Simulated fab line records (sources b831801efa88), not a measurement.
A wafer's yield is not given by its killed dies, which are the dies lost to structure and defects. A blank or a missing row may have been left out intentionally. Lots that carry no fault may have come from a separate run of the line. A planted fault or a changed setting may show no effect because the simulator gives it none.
Problem report in the 8D (eight disciplines) form, filled by code -- flow sky130 -- the parts of the form that need people (team, actions taken, sign-off) are left out

## 1. THE PROBLEM
SKY_POLY_CUT_ETCH_11, oes_product_au: mean 0.781 a.u. over 1 wafer from 1 lot; wafers with no fault: 0.829 a.u., standard deviation 0.0063. That is -7.6 standard deviations from the usual mean.
The step: etches Si3N4 in CF4/CH2F2/Ar, stops on poly-Si, time 42.5 s, target depth 60 nm.
Seen first at day 32 00:00 on rie_diel-04, wafer L901.2. The record has a number at this step for 33 wafers belonging to 11 lots. Rule for "out" (also "out of limits"): further than 4 standard deviations from the usual mean. Any other wafer with a number is counted as sound.

## 2. WHAT IT IS, WHAT IT ISN'T
question,is,is not
which readings at this step,oes_product_au,"chamber_pressure_mTorr, drypump_motor_current_A, throttle_valve_pct"
which lots,L901,"L879, L880, L881, L882, L883, L886, L888, L889, L890, L893"
which wafers of those lots,L901.2,"L901.3, L901.4"
read on which tools,rie_diel-04,"rie_diel-02, rie_diel-03"
when,from day 32 00:00,up to then (32 sound wafers)

## 3. THE SUSPECTS, EACH WITH WHAT RULES IT OUT
Counting: any tool at a process step up to the reading remains a suspect provided it ran every lot that is out. Sound lots after the first of them don't rule it out here, since some wafers of a struck lot are sound.
- rie_diel-02 at SKY_SPACER_ETCHBACK_02 (etches Si3N4 in CH3F/O2, stops on SiO2, time 46.7 s, target depth 45 nm): kept. It processed L901, the lot that is out, at day 30 19:49, and its most recent sound lot before then was L893 at day 28 02:59.
- rie_diel-04 at SKY_POLY_CUT_ETCH_11 (etches Si3N4 in CF4/CH2F2/Ar, stops on poly-Si, time 42.5 s, target depth 60 nm): kept. It processed L901, the lot that is out, at day 32 00:00, and its most recent sound lot before then was L893 at day 29 07:37. Its own readings are out on those wafers: oes_product_au.
- In rie_diel-02 at SKY_SPACER_ETCHBACK_02, the wafers that are out were processed in chamber 0 and their sound lot-mates in chambers 2, 3.
- In rie_diel-04 at SKY_POLY_CUT_ETCH_11, the wafers that are out were processed in chamber 3 and their sound lot-mates in chambers 1, 2.
Left after counting: rie_diel-02 at SKY_SPACER_ETCHBACK_02, rie_diel-04 at SKY_POLY_CUT_ETCH_11.

## 4. THE CAUSE (what the simulator had put in)
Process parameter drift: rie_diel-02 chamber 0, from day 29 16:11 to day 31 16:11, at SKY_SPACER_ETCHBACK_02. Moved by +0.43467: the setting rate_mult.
After counting, 2 suspects remain, this tool included.

## 5. THE CHAIN OF EFFECTS, in route order
Rows list readings where the struck wafers' mean (over those with a number) sits beyond 3 standard deviations from the usual. Only readings for which the record gives a usual standard deviation are gone through. hours: the time from each lot's start at the first step in this table that gives one to its start at this step, as a median over the lots. sigmas: the change in usual standard deviations.
hours,step,reading,usual,on struck wafers,change,sigmas
0,SKY_POLY_CUT_ETCH_11,oes_product_au,0.829 a.u.,0.781,-0.048,-7.6
Its process steps:
- SKY_POLY_CUT_ETCH_11: etches Si3N4 in CF4/CH2F2/Ar, stops on poly-Si, time 42.5 s, target depth 60 nm.
At these later measuring or inspecting steps, every struck wafer for which the step has a row has a number for every such reading, and none has moved that far: SKY_CONTACT_CD_MEAS_14.

## 6. WHAT WOULD HAVE CAUGHT IT SOONER
56 hours passed between the start of the fault at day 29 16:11 and the first reading out of limits in this record, taken at day 32 00:00.
An alarm limit of 4 standard deviations would not have fired on the tool readings at SKY_SPACER_ETCHBACK_02 for which the record gives a usual standard deviation, since none of them was out on any struck wafer.
All the lots that are out (1) had begun SKY_SPACER_ETCHBACK_02 on rie_diel-02 by day 32 00:00. Tool hold at that time: it would have spared none of them.
